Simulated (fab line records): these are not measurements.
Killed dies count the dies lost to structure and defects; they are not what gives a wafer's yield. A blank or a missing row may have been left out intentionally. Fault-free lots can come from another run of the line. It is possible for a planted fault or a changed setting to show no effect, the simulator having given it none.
Check of tool commonality / flow sky130 / Sample size 11 lots and 33 wafers

## REASON IT WAS OPENED
3 of 11 lots carry a flag on the reading METAL1_ALCU_THK at SKY_METAL1_THK_MEAS_06. No-fault wafers: 244 nm, standard deviation 3.4.
Rule: a lot gets a flag if all its wafers with a number sit over 4 standard deviations from that mean, or if no wafer of it has a number. All remaining lots are regarded as sound.

lot=L730; measured=day 32 05:14; on=film_metro-03; METAL1_ALCU_THK (nm), wafer by wafer=244 241 243; flag=
lot=L734; measured=day 33 21:46; on=film_metro-01; METAL1_ALCU_THK (nm), wafer by wafer=242 246 243; flag=
lot=L733; measured=day 34 00:29; on=film_metro-02; METAL1_ALCU_THK (nm), wafer by wafer=241 246 245; flag=
lot=L735; measured=day 34 05:57; on=film_metro-01; METAL1_ALCU_THK (nm), wafer by wafer=241 244 245; flag=
lot=L742; measured=day 36 09:55; on=film_metro-03; METAL1_ALCU_THK (nm), wafer by wafer=236 238 243; flag=
lot=L746; measured=day 37 04:28; on=film_metro-01; METAL1_ALCU_THK (nm), wafer by wafer=286 280 288; flag=FLAGGED
lot=L747; measured=day 37 17:16; on=film_metro-01; METAL1_ALCU_THK (nm), wafer by wafer=275 279 279; flag=FLAGGED
lot=L748; measured=day 38 00:56; on=film_metro-01; METAL1_ALCU_THK (nm), wafer by wafer=282 278 281; flag=FLAGGED
lot=L749; measured=day 38 01:44; on=film_metro-03; METAL1_ALCU_THK (nm), wafer by wafer=241 245 246; flag=
lot=L750; measured=day 38 07:17; on=film_metro-01; METAL1_ALCU_THK (nm), wafer by wafer=243 240 243; flag=
lot=L751; measured=day 38 16:58; on=film_metro-03; METAL1_ALCU_THK (nm), wafer by wafer=246 241 241; flag=
The numbers of the flagged lots are 281 nm on average: +37 nm against the usual, or +11 standard deviations.

## EACH LOT AND THE TOOL IT RAN ON
The record holds 2 process steps before the reading, out of a route of 708 steps. Every cell lists first the tool, next ch and the chambers used by the sampled wafers, and last the start.
lot=L730; flag=; SKY_CONTACT_CVD_00=pecvd-02 ch 1,2, day 30 22:59; SKY_METAL1_SPUTTER_04=pvd_sputter-03, day 32 05:01
lot=L734; flag=; SKY_CONTACT_CVD_00=pecvd-01 ch 1,2, day 32 18:43; SKY_METAL1_SPUTTER_04=pvd_sputter-01, day 33 21:35
lot=L733; flag=; SKY_CONTACT_CVD_00=pecvd-02 ch 0,1,2, day 32 21:44; SKY_METAL1_SPUTTER_04=pvd_sputter-04, day 34 00:17
lot=L735; flag=; SKY_CONTACT_CVD_00=pecvd-01 ch 2, day 33 01:26; SKY_METAL1_SPUTTER_04=pvd_sputter-04, day 34 05:46
lot=L742; flag=; SKY_CONTACT_CVD_00=pecvd-04 ch 0,1,2, day 35 05:09; SKY_METAL1_SPUTTER_04=pvd_sputter-04, day 36 09:45
lot=L746; flag=FLAGGED; SKY_CONTACT_CVD_00=pecvd-01 ch 0,1,2, day 36 00:23; SKY_METAL1_SPUTTER_04=pvd_sputter-04, day 37 04:16
lot=L747; flag=FLAGGED; SKY_CONTACT_CVD_00=pecvd-01 ch 0,1,2, day 36 13:15; SKY_METAL1_SPUTTER_04=pvd_sputter-04, day 37 17:05
lot=L748; flag=FLAGGED; SKY_CONTACT_CVD_00=pecvd-02 ch 0,1, day 36 20:31; SKY_METAL1_SPUTTER_04=pvd_sputter-01, day 38 00:45
lot=L749; flag=; SKY_CONTACT_CVD_00=pecvd-04 ch 1,2, day 36 21:40; SKY_METAL1_SPUTTER_04=pvd_sputter-04, day 38 01:34
lot=L750; flag=; SKY_CONTACT_CVD_00=pecvd-01 ch 0,1, day 37 03:07; SKY_METAL1_SPUTTER_04=pvd_sputter-04, day 38 07:07
lot=L751; flag=; SKY_CONTACT_CVD_00=pecvd-01 ch 1,2, day 37 13:19; SKY_METAL1_SPUTTER_04=pvd_sputter-01, day 38 16:46
What the steps here do:
- SKY_CONTACT_CVD_00: deposits Si3N4, target thk 75 nm.
- SKY_METAL1_SPUTTER_04: material TiN, target thk 70 nm, time 58.3 s.
- SKY_METAL1_THK_MEAS_06: measures by xrf.

## FLAGGED AGAINST TOTAL, ONE TOOL AT A TIME (gauges that did the reading follow at the end)
step=SKY_CONTACT_CVD_00; tool=pecvd-01; lots run=6; flagged=2; share of the flagged lots=some; sound lots run after its first flagged lot=2 (L750,L751)
step=SKY_CONTACT_CVD_00; tool=pecvd-02; lots run=3; flagged=1; share of the flagged lots=some; sound lots run after its first flagged lot=0
step=SKY_CONTACT_CVD_00; tool=pecvd-04; lots run=2; flagged=0; share of the flagged lots=none; sound lots run after its first flagged lot=-
step=SKY_METAL1_SPUTTER_04; tool=pvd_sputter-01; lots run=3; flagged=1; share of the flagged lots=some; sound lots run after its first flagged lot=1 (L751)
step=SKY_METAL1_SPUTTER_04; tool=pvd_sputter-03; lots run=1; flagged=0; share of the flagged lots=none; sound lots run after its first flagged lot=-
step=SKY_METAL1_SPUTTER_04; tool=pvd_sputter-04; lots run=7; flagged=2; share of the flagged lots=some; sound lots run after its first flagged lot=2 (L749,L750)
step=SKY_METAL1_THK_MEAS_06; tool=film_metro-01; lots run=6; flagged=3; share of the flagged lots=all; sound lots run after its first flagged lot=1 (L750)
step=SKY_METAL1_THK_MEAS_06; tool=film_metro-02; lots run=1; flagged=0; share of the flagged lots=none; sound lots run after its first flagged lot=-
step=SKY_METAL1_THK_MEAS_06; tool=film_metro-03; lots run=4; flagged=0; share of the flagged lots=none; sound lots run after its first flagged lot=-

## WHAT THE TABLE ALLOWS
Rows of the table that ran each flagged lot: 1, that is film_metro-01 at SKY_METAL1_THK_MEAS_06.
- film_metro-01 at SKY_METAL1_THK_MEAS_06: 3 of its 6 lots flagged. Sound lots ran on it after the first flagged one (L750), which a lasting fault on the whole tool wouldn't allow.
None of the table's rows ran every flagged lot and, after the first, no sound lot.

## WHAT THE SIMULATOR HAD INSERTED
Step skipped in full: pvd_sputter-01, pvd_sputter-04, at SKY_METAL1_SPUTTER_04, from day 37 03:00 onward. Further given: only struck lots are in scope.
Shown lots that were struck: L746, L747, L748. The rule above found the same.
